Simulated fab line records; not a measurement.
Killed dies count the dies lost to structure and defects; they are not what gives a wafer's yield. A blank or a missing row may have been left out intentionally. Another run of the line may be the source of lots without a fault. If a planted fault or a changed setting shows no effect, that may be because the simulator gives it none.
fab line records || flow gf180mcu || part 2 of 2: steps 34 to 42 of 42
[record] {"lots": 5, "wafers": 15, "last_day": 34}
route steps=602 shown M1@316 V1@335
lots with no fault: from the same line, run without faults
start_h: the number of hours between the record's first day and the start of the first shown wafer of the lot || wait_h: how many hours have passed since the lot's step before this one || " the same as in the row above || L1.1+2: several wafers, shown together as one row || - no value present, or no start provided || * or withheld: withheld || < > ~ a bound
route shown NAME@n: names a module that has steps shown in the file, with the first one's number in the route || usual: mean/standard deviation taken from wafers without a fault || same: alike in all rows || chamber/n: place in a boat || sites: readings site by site || _std_site: standard deviation across them || _edge_site: outer sites' mean less inner sites' || radius_mm: for every site, how far away it sits from the centre of the wafer || mask NAME#n: copy n || behind: the tool/chamber that last shaped the wafer || hold: why the lot went on hold/how many hours it stayed there/how the hold came to an end || device: whichever transistor did not switch (one of n, p or np) || end of line: at the end of the route, the tests of the same wafers || a step with no rows: only its recipe || killed: not the wafer's yield, but the dies lost to structure and defects at the first sort || map: the dies of a wafer, with x for killed, . for not killed, _ for no die there
set.NAME: the setting that was run; set.NAME@STEP: the one run at that earlier step || model.NAME: the simulator's own value behind a step, which no gauge read
lots at selected steps of the route; one table per step, one row per wafer
services: a tool's chamber out of use, with start hour (start_h, from the record's first day; less than 0 if before it), hours out, and reason
[[steps]]
[step GF_V1_CD_MEAS_14]
[recipe] {"target_cd_nm": 260}
[usual] {"cd_nm": "260.1/1.4"}
{"lot.wafer": "L075.3", "tool": "cd_sem-02", "chamber": "-", "start_h": 414.34, "wait_h": 0.1, "cd_nm": 260.1}
{"lot.wafer": "L075.4", "tool": "cd_sem-02", "chamber": "-", "start_h": 414.34, "wait_h": 0.1, "cd_nm": 258.3}
{"lot.wafer": "L075.5", "tool": "cd_sem-02", "chamber": "-", "start_h": 414.34, "wait_h": 0.1, "cd_nm": 259.8}
{"lot.wafer": "L078.1", "tool": "cd_sem-01", "chamber": "-", "start_h": 443.33, "wait_h": 0.1, "cd_nm": 262.0}
{"lot.wafer": "L078.2", "tool": "cd_sem-01", "chamber": "-", "start_h": 443.33, "wait_h": 0.1, "cd_nm": 260.6}
{"lot.wafer": "L078.4", "tool": "cd_sem-01", "chamber": "-", "start_h": 443.33, "wait_h": 0.1, "cd_nm": 260.3}
{"lot.wafer": "L080.1", "tool": "cd_sem-02", "chamber": "-", "start_h": 462.44, "wait_h": 0.1, "cd_nm": 258.0}
{"lot.wafer": "L080.3", "tool": "cd_sem-02", "chamber": "-", "start_h": 462.44, "wait_h": 0.1, "cd_nm": 256.8}
{"lot.wafer": "L080.5", "tool": "cd_sem-02", "chamber": "-", "start_h": 462.44, "wait_h": 0.1, "cd_nm": 258.4}
{"lot.wafer": "L090.1", "tool": "cd_sem-01", "chamber": "-", "start_h": 553.14, "wait_h": 0.1, "cd_nm": 257.9}
{"lot.wafer": "L090.2", "tool": "cd_sem-01", "chamber": "-", "start_h": 553.14, "wait_h": 0.1, "cd_nm": 258.2}
{"lot.wafer": "L090.4", "tool": "cd_sem-01", "chamber": "-", "start_h": 553.14, "wait_h": 0.1, "cd_nm": 256.7}
{"lot.wafer": "L097.1", "tool": "cd_sem-01", "chamber": "-", "start_h": 608.07, "wait_h": 0.1, "cd_nm": 258.4}
{"lot.wafer": "L097.2", "tool": "cd_sem-01", "chamber": "-", "start_h": 608.07, "wait_h": 0.1, "cd_nm": 258.9}
{"lot.wafer": "L097.6", "tool": "cd_sem-01", "chamber": "-", "start_h": 608.07, "wait_h": 0.1, "cd_nm": 260.7}
[step GF_V1_OVL_MEAS_15]
[usual] {"V1_OVL": "1/6.3"}
{"lot.wafer": "L075.3", "tool": "overlay-01", "chamber": "-", "start_h": 414.43, "wait_h": 0.1, "V1_OVL[nm]": 3}
{"lot.wafer": "L075.4", "tool": "overlay-01", "chamber": "-", "start_h": 414.43, "wait_h": 0.1, "V1_OVL[nm]": -4}
{"lot.wafer": "L075.5", "tool": "overlay-01", "chamber": "-", "start_h": 414.43, "wait_h": 0.1, "V1_OVL[nm]": 1}
{"lot.wafer": "L078.1", "tool": "overlay-02", "chamber": "-", "start_h": 443.45, "wait_h": 0.1, "V1_OVL[nm]": 0}
{"lot.wafer": "L078.2", "tool": "overlay-02", "chamber": "-", "start_h": 443.45, "wait_h": 0.1, "V1_OVL[nm]": 2}
{"lot.wafer": "L078.4", "tool": "overlay-02", "chamber": "-", "start_h": 443.45, "wait_h": 0.1, "V1_OVL[nm]": 5}
{"lot.wafer": "L080.1", "tool": "overlay-02", "chamber": "-", "start_h": 462.56, "wait_h": 0.1, "V1_OVL[nm]": -1}
{"lot.wafer": "L080.3", "tool": "overlay-02", "chamber": "-", "start_h": 462.56, "wait_h": 0.1, "V1_OVL[nm]": 1}
{"lot.wafer": "L080.5", "tool": "overlay-02", "chamber": "-", "start_h": 462.56, "wait_h": 0.1, "V1_OVL[nm]": 6}
{"lot.wafer": "L090.1", "tool": "overlay-02", "chamber": "-", "start_h": 553.26, "wait_h": 0.1, "V1_OVL[nm]": 3}
{"lot.wafer": "L090.2", "tool": "overlay-02", "chamber": "-", "start_h": 553.26, "wait_h": 0.1, "V1_OVL[nm]": 3}
{"lot.wafer": "L090.4", "tool": "overlay-02", "chamber": "-", "start_h": 553.26, "wait_h": 0.1, "V1_OVL[nm]": 2}
{"lot.wafer": "L097.1", "tool": "overlay-02", "chamber": "-", "start_h": 608.19, "wait_h": 0.1, "V1_OVL[nm]": -9}
{"lot.wafer": "L097.2", "tool": "overlay-02", "chamber": "-", "start_h": 608.19, "wait_h": 0.1, "V1_OVL[nm]": -9}
{"lot.wafer": "L097.6", "tool": "overlay-02", "chamber": "-", "start_h": 608.19, "wait_h": 0.1, "V1_OVL[nm]": -10}
[step GF_V1_ETCH_16]
[recipe] {"chemistry": "N2/H2", "target_depth_a": "withheld", "overetch_a": "withheld", "time_s": "withheld", "target": "BARC", "ion_energy_ev": 200, "source_w": 500, "bias_w": 100, "pressure_mtorr": 30, "n2_flow_sccm": 100, "h2_flow_sccm": 200}
[usual] {"bias_w": "100.02/0.29", "drypump_motor_current_A": "5.7/0.49", "oes_product_au": "0.855/0.0048", "throttle_valve_pct": "13.226/0.0088"}
{"lot.wafer": "L075.3", "tool": "rie_diel-03", "chamber": 0, "start_h": 414.45, "wait_h": 0.0, "bias_w": 99.98, "drypump_motor_current_A": 5.8, "oes_product_au": 0.851, "throttle_valve_pct": 13.228}
{"lot.wafer": "L075.4", "tool": "rie_diel-03", "chamber": 3, "start_h": 414.45, "wait_h": 0.0, "bias_w": 99.32, "drypump_motor_current_A": 5.7, "oes_product_au": 0.852, "throttle_valve_pct": 13.244}
{"lot.wafer": "L075.5", "tool": "rie_diel-03", "chamber": 0, "start_h": 414.45, "wait_h": 0.0, "bias_w": 99.79, "drypump_motor_current_A": 5.8, "oes_product_au": 0.854, "throttle_valve_pct": 13.222}
{"lot.wafer": "L078.1", "tool": "rie_diel-02", "chamber": 3, "start_h": 443.48, "wait_h": 0.0, "bias_w": 100.01, "drypump_motor_current_A": 6.6, "oes_product_au": 0.855, "throttle_valve_pct": 13.227}
{"lot.wafer": "L078.2", "tool": "rie_diel-02", "chamber": 2, "start_h": 443.48, "wait_h": 0.0, "bias_w": 99.92, "drypump_motor_current_A": 5.4, "oes_product_au": 0.851, "throttle_valve_pct": 13.236}
{"lot.wafer": "L078.4", "tool": "rie_diel-02", "chamber": 0, "start_h": 443.48, "wait_h": 0.0, "bias_w": 99.83, "drypump_motor_current_A": 4.9, "oes_product_au": 0.861, "throttle_valve_pct": 13.226}
{"lot.wafer": "L080.1", "tool": "rie_diel-01", "chamber": 3, "start_h": 462.60, "wait_h": 0.0, "bias_w": 100.34, "drypump_motor_current_A": 6.5, "oes_product_au": 0.850, "throttle_valve_pct": 13.216}
{"lot.wafer": "L080.3", "tool": "rie_diel-01", "chamber": 0, "start_h": 462.60, "wait_h": 0.0, "bias_w": 100.20, "drypump_motor_current_A": 5.4, "oes_product_au": 0.858, "throttle_valve_pct": 13.218}
{"lot.wafer": "L080.5", "tool": "rie_diel-01", "chamber": 0, "start_h": 462.60, "wait_h": 0.0, "bias_w": 99.91, "drypump_motor_current_A": 5.4, "oes_product_au": 0.848, "throttle_valve_pct": 13.213}
{"lot.wafer": "L090.1", "tool": "rie_diel-02", "chamber": 2, "start_h": 553.30, "wait_h": 0.0, "bias_w": 99.59, "drypump_motor_current_A": 5.4, "oes_product_au": 0.867, "throttle_valve_pct": 13.212}
{"lot.wafer": "L090.2", "tool": "rie_diel-02", "chamber": 1, "start_h": 553.30, "wait_h": 0.0, "bias_w": 99.71, "drypump_motor_current_A": 5.5, "oes_product_au": 0.850, "throttle_valve_pct": 13.213}
{"lot.wafer": "L090.4", "tool": "rie_diel-02", "chamber": 0, "start_h": 553.30, "wait_h": 0.0, "bias_w": 99.76, "drypump_motor_current_A": 4.9, "oes_product_au": 0.857, "throttle_valve_pct": 13.223}
{"lot.wafer": "L097.1", "tool": "rie_diel-01", "chamber": 2, "start_h": 608.23, "wait_h": 0.0, "bias_w": 100.14, "drypump_motor_current_A": 6.3, "oes_product_au": 0.854, "throttle_valve_pct": 13.238}
{"lot.wafer": "L097.2", "tool": "rie_diel-01", "chamber": 0, "start_h": 608.23, "wait_h": 0.0, "bias_w": 99.51, "drypump_motor_current_A": 5.4, "oes_product_au": 0.855, "throttle_valve_pct": 13.210}
{"lot.wafer": "L097.6", "tool": "rie_diel-01", "chamber": 1, "start_h": 608.23, "wait_h": 0.0, "bias_w": 99.72, "drypump_motor_current_A": 5.4, "oes_product_au": 0.853, "throttle_valve_pct": 13.204}
[step GF_V1_ETCH_17]
[recipe] {"chemistry": "C4F8/O2/Ar", "mask_material": "KrF", "target": "SiO2", "stop_on": "TiN", "source_w": 1500, "bias_w": 1200, "pressure_mtorr": 40, "c4f8_flow_sccm": "withheld", "O2_flow_sccm": 6, "Ar_flow_sccm": 300, "time_s": "withheld", "target_depth_a": 6300}
[usual] {"bias_w": "1200/3.6", "oes_product_au": "0.855/0.0048"}
{"lot.wafer": "L075.3", "tool": "rie_diel-03", "chamber": 0, "start_h": "-", "wait_h": "-", "bias_w": 1201, "oes_product_au": 0.846}
{"lot.wafer": "L075.4", "tool": "rie_diel-03", "chamber": 3, "start_h": "-", "wait_h": "-", "bias_w": 1201, "oes_product_au": 0.853}
{"lot.wafer": "L075.5", "tool": "rie_diel-03", "chamber": 0, "start_h": "-", "wait_h": "-", "bias_w": 1197, "oes_product_au": 0.862}
{"lot.wafer": "L078.1", "tool": "rie_diel-02", "chamber": 3, "start_h": "-", "wait_h": "-", "bias_w": 1204, "oes_product_au": 0.858}
{"lot.wafer": "L078.2", "tool": "rie_diel-02", "chamber": 2, "start_h": "-", "wait_h": "-", "bias_w": 1199, "oes_product_au": 0.857}
{"lot.wafer": "L078.4", "tool": "rie_diel-02", "chamber": 0, "start_h": "-", "wait_h": "-", "bias_w": 1205, "oes_product_au": 0.858}
{"lot.wafer": "L080.1", "tool": "rie_diel-01", "chamber": 3, "start_h": "-", "wait_h": "-", "bias_w": 1198, "oes_product_au": 0.859}
{"lot.wafer": "L080.3", "tool": "rie_diel-01", "chamber": 0, "start_h": "-", "wait_h": "-", "bias_w": 1197, "oes_product_au": 0.859}
{"lot.wafer": "L080.5", "tool": "rie_diel-01", "chamber": 0, "start_h": "-", "wait_h": "-", "bias_w": 1199, "oes_product_au": 0.852}
{"lot.wafer": "L090.1", "tool": "rie_diel-02", "chamber": 2, "start_h": "-", "wait_h": "-", "bias_w": 1201, "oes_product_au": 0.851}
{"lot.wafer": "L090.2", "tool": "rie_diel-02", "chamber": 1, "start_h": "-", "wait_h": "-", "bias_w": 1196, "oes_product_au": 0.850}
{"lot.wafer": "L090.4", "tool": "rie_diel-02", "chamber": 0, "start_h": "-", "wait_h": "-", "bias_w": 1192, "oes_product_au": 0.854}
{"lot.wafer": "L097.1", "tool": "rie_diel-01", "chamber": 2, "start_h": "-", "wait_h": "-", "bias_w": 1197, "oes_product_au": 0.854}
{"lot.wafer": "L097.2", "tool": "rie_diel-01", "chamber": 0, "start_h": "-", "wait_h": "-", "bias_w": 1200, "oes_product_au": 0.858}
{"lot.wafer": "L097.6", "tool": "rie_diel-01", "chamber": 1, "start_h": "-", "wait_h": "-", "bias_w": 1203, "oes_product_au": 0.856}
[step GF_V1_STRIP_18]
[recipe] {"chemistry": "O2/N2", "power_w": 1400, "pressure_mtorr": 1500, "platen_temp_c": 250, "o2_flow_sccm": 3000, "n2_flow_sccm": 300, "overash_fraction": 0.5}
[usual] {"drypump_motor_current_A": "5.7/0.54", "heater_power_w": "323/26", "oes_product_au": "0.593/0.0054"}
{"lot.wafer": "L075.3", "tool": "plasma_asher-03", "chamber": 1, "start_h": 414.61, "wait_h": "-", "drypump_motor_current_A": 6.4, "heater_power_w": 343, "oes_product_au": 0.606, "rf_hours_counter_h": "-"}
{"lot.wafer": "L075.4", "tool": "plasma_asher-03", "chamber": 0, "start_h": 414.61, "wait_h": "-", "drypump_motor_current_A": 5.5, "heater_power_w": 289, "oes_product_au": 0.593, "rf_hours_counter_h": "-"}
{"lot.wafer": "L075.5", "tool": "plasma_asher-03", "chamber": 0, "start_h": 414.61, "wait_h": "-", "drypump_motor_current_A": 5.5, "heater_power_w": 281, "oes_product_au": 0.592, "rf_hours_counter_h": "-"}
{"lot.wafer": "L078.1", "tool": "plasma_asher-03", "chamber": 0, "start_h": 443.61, "wait_h": "-", "drypump_motor_current_A": 5.6, "heater_power_w": 273, "oes_product_au": 0.595, "rf_hours_counter_h": 1}
{"lot.wafer": "L078.2", "tool": "plasma_asher-03", "chamber": 1, "start_h": 443.61, "wait_h": "-", "drypump_motor_current_A": 6.4, "heater_power_w": 332, "oes_product_au": 0.598, "rf_hours_counter_h": 1}
{"lot.wafer": "L078.4", "tool": "plasma_asher-03", "chamber": 1, "start_h": 443.61, "wait_h": "-", "drypump_motor_current_A": 6.4, "heater_power_w": 335, "oes_product_au": 0.596, "rf_hours_counter_h": "-"}
{"lot.wafer": "L080.1", "tool": "plasma_asher-01", "chamber": 0, "start_h": 462.73, "wait_h": "-", "drypump_motor_current_A": 4.7, "heater_power_w": 370, "oes_product_au": 0.595, "rf_hours_counter_h": 67}
{"lot.wafer": "L080.3", "tool": "plasma_asher-01", "chamber": 1, "start_h": 462.73, "wait_h": "-", "drypump_motor_current_A": 6.0, "heater_power_w": 331, "oes_product_au": 0.587, "rf_hours_counter_h": "-"}
{"lot.wafer": "L080.5", "tool": "plasma_asher-01", "chamber": 1, "start_h": 462.73, "wait_h": "-", "drypump_motor_current_A": 6.0, "heater_power_w": 322, "oes_product_au": 0.596, "rf_hours_counter_h": "-"}
{"lot.wafer": "L090.1", "tool": "plasma_asher-04", "chamber": 0, "start_h": 553.43, "wait_h": "-", "drypump_motor_current_A": 5.3, "heater_power_w": 320, "oes_product_au": 0.587, "rf_hours_counter_h": 84}
{"lot.wafer": "L090.2", "tool": "plasma_asher-04", "chamber": 1, "start_h": 553.43, "wait_h": "-", "drypump_motor_current_A": 6.1, "heater_power_w": 339, "oes_product_au": 0.593, "rf_hours_counter_h": 84}
{"lot.wafer": "L090.4", "tool": "plasma_asher-04", "chamber": 0, "start_h": 553.43, "wait_h": "-", "drypump_motor_current_A": 5.3, "heater_power_w": 313, "oes_product_au": 0.598, "rf_hours_counter_h": "-"}
{"lot.wafer": "L097.1", "tool": "plasma_asher-03", "chamber": 0, "start_h": 608.36, "wait_h": "-", "drypump_motor_current_A": 5.5, "heater_power_w": 284, "oes_product_au": 0.595, "rf_hours_counter_h": 21}
{"lot.wafer": "L097.2", "tool": "plasma_asher-03", "chamber": 1, "start_h": 608.36, "wait_h": "-", "drypump_motor_current_A": 6.3, "heater_power_w": 330, "oes_product_au": 0.601, "rf_hours_counter_h": 21}
{"lot.wafer": "L097.6", "tool": "plasma_asher-03", "chamber": 1, "start_h": 608.36, "wait_h": "-", "drypump_motor_current_A": 6.3, "heater_power_w": 332, "oes_product_au": 0.592, "rf_hours_counter_h": "-"}
[step GF_V1_STRIP_19]
[recipe] {"chemistry": "post_etch_residue_remover", "time_s": 1200, "temp_c": 72.5}
{"lot.wafer": "L075.3+4+5", "tool": "wet_bench-03", "chamber": 0, "start_h": 414.68, "wait_h": 0.0}
{"lot.wafer": "L078.1+2+4", "tool": "wet_bench-03", "chamber": 0, "start_h": 443.71, "wait_h": 0.1}
{"lot.wafer": "L080.1+3+5", "tool": "wet_bench-01", "chamber": 3, "start_h": 462.83, "wait_h": 0.1}
{"lot.wafer": "L090.1+2+4", "tool": "wet_bench-01", "chamber": 2, "start_h": 553.53, "wait_h": 0.1}
{"lot.wafer": "L097.1+2+6", "tool": "wet_bench-03", "chamber": 3, "start_h": 608.46, "wait_h": 0.1}
[step GF_V1_CLEAN_20]
[recipe] {"chemistry": "DIW", "dry": "n2_spin"}
{"lot.wafer": "L075.3+4+5", "tool": "wet_bench-03", "chamber": 2, "start_h": 415.05, "wait_h": 0.0}
{"lot.wafer": "L078.1+2+4", "tool": "wet_bench-04", "chamber": 1, "start_h": 444.08, "wait_h": 0.0}
{"lot.wafer": "L080.1+3+5", "tool": "wet_bench-04", "chamber": 0, "start_h": 463.17, "wait_h": 0.0}
{"lot.wafer": "L090.1+2+4", "tool": "wet_bench-04", "chamber": 1, "start_h": 553.87, "wait_h": 0.0}
{"lot.wafer": "L097.1+2+6", "tool": "wet_bench-04", "chamber": 2, "start_h": 608.83, "wait_h": 0.0}
[step GF_V1_SPUTTER_21]
[recipe] {"material": "Ti", "target_thk_nm": 15, "chamber_pressure_pa": 5, "power_w": 2500, "substrate_temp_c": 200, "time_s": 80.02}
[usual] {"throttle_valve_pct": "29.9/1.2"}
{"lot.wafer": "L075.3", "tool": "pvd_sputter-03", "chamber": "-", "start_h": 415.15, "wait_h": 0.0, "throttle_valve_pct": 28.9}
{"lot.wafer": "L075.4", "tool": "pvd_sputter-03", "chamber": "-", "start_h": 415.15, "wait_h": 0.0, "throttle_valve_pct": 30.1}
{"lot.wafer": "L075.5", "tool": "pvd_sputter-03", "chamber": "-", "start_h": 415.15, "wait_h": 0.0, "throttle_valve_pct": 28.5}
{"lot.wafer": "L078.1", "tool": "pvd_sputter-03", "chamber": "-", "start_h": 444.18, "wait_h": 0.0, "throttle_valve_pct": 32.4}
{"lot.wafer": "L078.2", "tool": "pvd_sputter-03", "chamber": "-", "start_h": 444.18, "wait_h": 0.0, "throttle_valve_pct": 29.9}
{"lot.wafer": "L078.4", "tool": "pvd_sputter-03", "chamber": "-", "start_h": 444.18, "wait_h": 0.0, "throttle_valve_pct": 28.3}
{"lot.wafer": "L080.1", "tool": "pvd_sputter-01", "chamber": "-", "start_h": 463.26, "wait_h": 0.0, "throttle_valve_pct": 29.9}
{"lot.wafer": "L080.3", "tool": "pvd_sputter-01", "chamber": "-", "start_h": 463.26, "wait_h": 0.0, "throttle_valve_pct": 30.2}
{"lot.wafer": "L080.5", "tool": "pvd_sputter-01", "chamber": "-", "start_h": 463.26, "wait_h": 0.0, "throttle_valve_pct": 28.9}
{"lot.wafer": "L090.1", "tool": "pvd_sputter-01", "chamber": "-", "start_h": 553.96, "wait_h": 0.0, "throttle_valve_pct": 27.6}
{"lot.wafer": "L090.2", "tool": "pvd_sputter-01", "chamber": "-", "start_h": 553.96, "wait_h": 0.0, "throttle_valve_pct": 30.6}
{"lot.wafer": "L090.4", "tool": "pvd_sputter-01", "chamber": "-", "start_h": 553.96, "wait_h": 0.0, "throttle_valve_pct": 29.9}
{"lot.wafer": "L097.1", "tool": "pvd_sputter-04", "chamber": "-", "start_h": 608.92, "wait_h": 0.0, "throttle_valve_pct": 29.9}
{"lot.wafer": "L097.2", "tool": "pvd_sputter-04", "chamber": "-", "start_h": 608.92, "wait_h": 0.0, "throttle_valve_pct": 28.6}
{"lot.wafer": "L097.6", "tool": "pvd_sputter-04", "chamber": "-", "start_h": 608.92, "wait_h": 0.0, "throttle_valve_pct": 30.0}
[step GF_V1_SPUTTER_22]
[recipe] {"material": "TiN", "target_thk_nm": 10, "chamber_pressure_pa": 5, "power_w": 4000, "time_s": 40}
[usual] {"throttle_valve_pct": "29.9/1.2"}
{"lot.wafer": "L075.3", "tool": "pvd_sputter-03", "chamber": "-", "start_h": 415.21, "wait_h": 0.0, "throttle_valve_pct": 28.4}
{"lot.wafer": "L075.4", "tool": "pvd_sputter-03", "chamber": "-", "start_h": 415.21, "wait_h": 0.0, "throttle_valve_pct": 30.0}
{"lot.wafer": "L075.5", "tool": "pvd_sputter-03", "chamber": "-", "start_h": 415.21, "wait_h": 0.0, "throttle_valve_pct": 28.3}
{"lot.wafer": "L078.1", "tool": "pvd_sputter-03", "chamber": "-", "start_h": 444.25, "wait_h": 0.0, "throttle_valve_pct": 32.4}
{"lot.wafer": "L078.2", "tool": "pvd_sputter-03", "chamber": "-", "start_h": 444.25, "wait_h": 0.0, "throttle_valve_pct": 29.9}
{"lot.wafer": "L078.4", "tool": "pvd_sputter-03", "chamber": "-", "start_h": 444.25, "wait_h": 0.0, "throttle_valve_pct": 28.5}
{"lot.wafer": "L080.1", "tool": "pvd_sputter-01", "chamber": "-", "start_h": 463.32, "wait_h": 0.0, "throttle_valve_pct": 29.9}
{"lot.wafer": "L080.3", "tool": "pvd_sputter-01", "chamber": "-", "start_h": 463.32, "wait_h": 0.0, "throttle_valve_pct": 30.4}
{"lot.wafer": "L080.5", "tool": "pvd_sputter-01", "chamber": "-", "start_h": 463.32, "wait_h": 0.0, "throttle_valve_pct": 28.8}
{"lot.wafer": "L090.1", "tool": "pvd_sputter-01", "chamber": "-", "start_h": 554.02, "wait_h": 0.0, "throttle_valve_pct": 27.5}
{"lot.wafer": "L090.2", "tool": "pvd_sputter-01", "chamber": "-", "start_h": 554.02, "wait_h": 0.0, "throttle_valve_pct": 30.5}
{"lot.wafer": "L090.4", "tool": "pvd_sputter-01", "chamber": "-", "start_h": 554.02, "wait_h": 0.0, "throttle_valve_pct": 30.0}
{"lot.wafer": "L097.1", "tool": "pvd_sputter-04", "chamber": "-", "start_h": 608.98, "wait_h": 0.0, "throttle_valve_pct": 30.0}
{"lot.wafer": "L097.2", "tool": "pvd_sputter-04", "chamber": "-", "start_h": 608.98, "wait_h": 0.0, "throttle_valve_pct": 28.8}
{"lot.wafer": "L097.6", "tool": "pvd_sputter-04", "chamber": "-", "start_h": 608.98, "wait_h": 0.0, "throttle_valve_pct": 29.9}
[[services]]
{"tool": "krf_scanner-01", "chamber": "-", "start_h": 344.61, "hours": 1.3, "kind": "repair"}
{"tool": "rie_diel-02", "chamber": 3, "start_h": 356.18, "hours": 6.9, "kind": "repair"}
{"tool": "krf_scanner-02", "chamber": "-", "start_h": 357.21, "hours": 0.8, "kind": "pm"}
{"tool": "cmp-02", "chamber": "-", "start_h": 367.41, "hours": 1.8, "kind": "repair"}
{"tool": "pvd_sputter-01", "chamber": "-", "start_h": 372.07, "hours": 4.0, "kind": "repair"}
{"tool": "rie_diel-02", "chamber": "-", "start_h": 375.73, "hours": 0.9, "kind": "repair"}
{"tool": "rie_diel-01", "chamber": "-", "start_h": 376.73, "hours": 2.8, "kind": "pm"}
{"tool": "krf_scanner-01", "chamber": "-", "start_h": 410.26, "hours": 1.0, "kind": "pm"}
{"tool": "wet_bench-04", "chamber": "-", "start_h": 412.57, "hours": 3.0, "kind": "repair"}
{"tool": "plasma_asher-03", "chamber": "-", "start_h": 421.25, "hours": 9.0, "kind": "pm"}
{"tool": "pvd_sputter-03", "chamber": "-", "start_h": 426.13, "hours": 11.6, "kind": "repair"}
{"tool": "krf_scanner-01", "chamber": "-", "start_h": 426.20, "hours": 3.6, "kind": "pm"}
{"tool": "pvd_sputter-02", "chamber": "-", "start_h": 427.86, "hours": 6.2, "kind": "repair"}
{"tool": "krf_scanner-01", "chamber": "-", "start_h": 440.61, "hours": 0.5, "kind": "repair"}
{"tool": "krf_scanner-02", "chamber": "-", "start_h": 446.50, "hours": 0.5, "kind": "repair"}
{"tool": "krf_scanner-02", "chamber": "-", "start_h": 456.01, "hours": 1.3, "kind": "pm"}
{"tool": "krf_scanner-02", "chamber": "-", "start_h": 475.95, "hours": 1.0, "kind": "pm"}
{"tool": "krf_scanner-01", "chamber": "-", "start_h": 478.85, "hours": 4.4, "kind": "pm"}
{"tool": "krf_scanner-01", "chamber": "-", "start_h": 483.23, "hours": 1.3, "kind": "pm"}
{"tool": "krf_scanner-01", "chamber": "-", "start_h": 491.09, "hours": 0.8, "kind": "pm"}
{"tool": "krf_scanner-02", "chamber": "-", "start_h": 526.01, "hours": 0.8, "kind": "pm"}
{"tool": "wet_bench-04", "chamber": "-", "start_h": 538.36, "hours": 2.2, "kind": "repair"}
{"tool": "krf_scanner-01", "chamber": "-", "start_h": 579.26, "hours": 1.0, "kind": "pm"}
{"tool": "krf_scanner-01", "chamber": "-", "start_h": 584.36, "hours": 0.5, "kind": "repair"}
